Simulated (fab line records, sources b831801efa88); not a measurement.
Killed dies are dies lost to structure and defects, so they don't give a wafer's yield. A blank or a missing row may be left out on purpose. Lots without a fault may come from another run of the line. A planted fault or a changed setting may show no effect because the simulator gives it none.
A struck lot beside a sound one | flow sky130 | 15 steps out of a route of 708
Sound: wafers L735.1, L735.2, L735.3. Struck: wafers L753.1, L753.3, L753.5. The cause comes at the end.
At each step with rows: each side's tool, then ch and its chambers, then its first start. Under that, the readings that differ: sound wafers | struck wafers | difference of the means | sigmas: that difference in standard deviations of wafers without a fault.
alike: readings whose means differ by less than 2 such deviations, and words and numbers that are the same on both sides. not compared: withheld readings, readings that some wafer has no value for, bounds like >300 that may hide the same value, and numbers for which the record gives no deviation and whose values overlap.
The two part at a step that has a row with sigmas, a row that says differs or no value, or rows on one side only. Numbers that don't overlap but have no deviation are shown without sigmas and don't part them. A reading that every wafer of one side lacks parts them only if that side has two wafers or more.

first, 1 step without rows for these wafers: SKY_LDD_HVP_IMPLANT_08.
SKY_LDD_HVP_STRIP_09: strips in O2/N2.
  sound on plasma_asher-04 ch 0,1, day 21 03:36; struck on plasma_asher-01 ch 1, day 29 22:57
  alike: drypump_motor_current_A, oes_product_au, strip_time_to_endpoint_s
  not compared: rf_hours_counter_h
SKY_LDD_HVP_TW_MEAS_10:
  sound on film_metro-02, day 21 03:42; struck on film_metro-01, day 29 23:03
  reading    | sound       | struck      | difference | sigmas
  LDD_HVP_TW | 456 459 459 | 446 445 443 | -13        | -2
then, 7 steps without rows for these wafers: SKY_LDD_LDN_DEHYDRATE_00 (time 60 s); SKY_LDD_LDN_HMDS_01 (prime time 60 s); SKY_LDD_LDN_COAT_02 (resist thk 1140 nm); SKY_LDD_LDN_SOFTBAKE_03 (time 60 s); SKY_LDD_LDN_EXPOSE_04 (exposes mask LDNTM, target cd 700 nm); SKY_LDD_LDN_PEB_05; SKY_LDD_LDN_DEVELOP_06 (develop time 60 s).
SKY_LDD_LDN_OVL_MEAS_07:
  sound on overlay-01, day 22 10:16; struck on overlay-01, day 31 01:52
  alike: LDD_LDN_OVL
then, 1 step without rows for these wafers: SKY_LDD_LDN_IMPLANT_08.
SKY_LDD_LDN_IMPLANT_09:
  sound on implanter-03 ch 0, day 22 10:28; struck on implanter-03 ch 0, day 31 02:03
  reading                   | sound                | struck               | difference | sigmas
  beam_energy_keV           | 15.001 15.007 14.995 | 16.615 16.603 16.608 | +1.608     | +99 or more
  model.implant.rp_nm (nm)  | 12.41 12.41 12.41    | 14.09 14.09 14.09    | +1.68      |
  model.implant.drp_nm (nm) | 5.933 5.933 5.933    | 6.352 6.352 6.352    | +0.419     |
then, 1 step without rows for these wafers: SKY_LDD_LDN_IMPLANT_10.
-- the record jumps here: 20 days lie between the struck wafers' starts before and after (it left off in module LDD_LDN and takes up again in module PAD_OPEN, whose first step shown is number 708 of the route) --
SKY_PAD_OPEN_PROBE_99:
  sound on prober-01, day 45 12:35; struck on prober-01, day 51 03:49
  alike: killed_at_M0_to_M3, killed_at_M4_up, killed_at_contacts, killed_at_front_end, killed_at_other, killed_dies, killed_open, killed_short

WHERE THEY PART
First at SKY_LDD_HVP_TW_MEAS_10; last, within this record, at SKY_LDD_LDN_IMPLANT_09. Later steps at which nothing parts them and some readings are alike: SKY_PAD_OPEN_PROBE_99.

WHY: what the simulator had put in
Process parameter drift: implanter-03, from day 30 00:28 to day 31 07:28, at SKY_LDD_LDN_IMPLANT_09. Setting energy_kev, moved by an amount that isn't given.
